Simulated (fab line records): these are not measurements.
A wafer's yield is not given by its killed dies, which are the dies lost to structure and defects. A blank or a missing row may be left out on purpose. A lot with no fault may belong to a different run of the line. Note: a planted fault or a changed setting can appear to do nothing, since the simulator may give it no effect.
Matching of chambers | flow gf180mcu | cmp-02 running GF_V1_CMP_26: 4 sister chambers
The step polishes, stops on SiO2, t overpolish 15 s, target thk 0 nm. 7 wafers are shown with their chamber, then 8 later ones without.

WAFERS, EACH WITH ITS CHAMBER
wafer  | chamber | motor current A (A) | time to endpoint s (s)
L111.1 | 1       | 10.5                | 80
L111.2 | 3       | 11.2                | 86
L123.3 | 3       | 12.6                | 84
L123.6 | 1       | 10.8                | 86
L126.2 | 0       | 11.7                | 91
L126.5 | 2       | 9.9                 | 85
L130.3 | 2       | 10.2                | 87

WAFERS MISSING THEIR CHAMBER
wafer  | motor current A (A) | time to endpoint s (s)
L130.4 | 11.6                | 90
L130.5 | 12.4                | 86
L131.3 | 11.7                | 90
L131.5 | 9.9                 | 87
L131.6 | 12.9                | 89
L132.2 | 10.8                | 86
L132.4 | 10.3                | 84
L132.5 | 9.9                 | 83

THE CHAMBER EACH PASSED THROUGH
wafer  | from the rows above               | in truth
L130.4 | can't be placed: 0 or 3           | 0
L130.5 | can't be placed: 3 or 0           | 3
L131.3 | can't be placed: 0 or 3           | 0
L131.5 | can't be placed: 2 or 1           | 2
L131.6 | can't be placed: 0 or 3           | 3
L132.2 | can't be placed: 1 or 2 or 3 or 0 | 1
L132.4 | can't be placed: 1 or 2           | 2
L132.5 | can't be placed: 2 or 1           | 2
Correctly placed: 0 of 8. Unplaceable from these rows: 8, with the true chamber sitting among the candidates in 8. Number placed wrongly: 0.
How it was worked out, from the rows above alone: a wafer's distance from a chamber is the root of the sum, over the readings, of the square of ((its reading less the chamber's mean) divided by the reading's scatter). The wafer belongs to the nearest chamber; if the next one is less than 2 further off, it can't be placed. Each chamber's mean is taken over the wafers shown for it. The scatter: take each reading less its chamber's mean, square it, sum over the shown wafers, divide by the number of wafers less the number of chambers, and take the root.
